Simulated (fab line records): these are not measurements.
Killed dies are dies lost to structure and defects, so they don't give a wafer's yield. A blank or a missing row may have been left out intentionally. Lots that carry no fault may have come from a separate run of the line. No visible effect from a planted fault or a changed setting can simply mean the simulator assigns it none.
8D (eight disciplines) problem report, filled in by code | flow sky130 | the parts of the form that need people (team, actions taken, sign-off) are left out

## 1. PROBLEM STATEMENT
PWDE_RS at SKY_NWELL_RS_MEAS_31 reads a mean of 5376 ohm/sq on 1 wafer of 1 lot; wafers without a fault read 5281 ohm/sq with a standard deviation of 23. That is +4.1 standard deviations from the usual mean.
The step: measures by four-point-probe.
Seen first at day 10 12:38 on film metro-03, wafer L335.4. Wafers with a number at this step in the record: 38, from 13 lots. By rule, "out" or "out of limits" means more than 4 standard deviations away from the usual mean. The rest of the wafers with a number are treated as sound.

## 2. WHAT IT IS, AND WHAT IT ISN'T
question                    | is                | is not
which readings at this step | PWDE_RS           | -
which lots                  | L335              | L318, L319, L320, L321, L322, L323, L324, L325, L326, L327, L329, L338
which wafers of those lots  | L335.4            | L335.1
read on which gauges        | film metro-03     | film metro-01, film metro-04
when                        | from day 10 12:38 | up to then (34 sound wafers); but 3 sound wafers of L338 came after

## 3. WHAT RULES OUT EACH SUSPECT
Counting: if a tool at a process step up to the reading ran every lot that is out, it stays a suspect. Sound lots after the first of them don't rule it out here, since some wafers of a struck lot are sound.
- the gauge at SKY_NWELL_RS_MEAS_31: kept. All the wafers that are out were read on film metro-03, and no step on other tools shows them out.
- implanter-02 at SKY_PWDE_IMPLANT_08: kept. L335, the lot that is out, went through it at day 8 15:47; up to then, the latest sound lot through it was L320 at day 4 19:10.
- plasma asher-01 at SKY_NWELL_STRIP_25 (strips in O2/N2): kept. L335, the lot that is out, went through it at day 10 12:02; up to then, the latest sound lot through it was L327 at day 8 04:13.
Left after counting: implanter-02 at SKY_PWDE_IMPLANT_08, plasma asher-01 at SKY_NWELL_STRIP_25, film metro-03 at SKY_NWELL_RS_MEAS_31.

## 4. THE CAUSE (what the simulator had put in)
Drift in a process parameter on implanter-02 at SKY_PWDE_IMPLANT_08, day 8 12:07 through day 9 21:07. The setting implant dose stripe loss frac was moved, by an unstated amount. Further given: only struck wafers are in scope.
This tool is one of the 3 suspects left after counting.

## 5. THE CHAIN OF EFFECTS, in route order
Each row: a reading whose mean over the struck wafers that have a number lies more than 3 standard deviations from the usual. Only readings for which the record gives a usual standard deviation are gone through. hours: the time from each lot's start at the first step in this table that gives one to its start at this step, as a median over the lots. sigmas: the change in usual standard deviations.
hours | step                 | reading | usual       | on struck wafers | change | sigmas
0     | SKY_NWELL_RS_MEAS_31 | PWDE_RS | 5281 ohm/sq | 5376             | +95    | +4.1

## 6. HOW IT WOULD HAVE BEEN CAUGHT EARLIER
Counted from the fault's start at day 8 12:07, it took 49 hours until the first out-of-limits reading at a measuring or inspecting step in this record, taken at day 10 12:38.
Each of the lots that are out, 1 in all, had begun SKY_PWDE_IMPLANT_08 on implanter-02 no later than day 10 12:38. Had the tool been put on hold then, not one of them would have been saved.
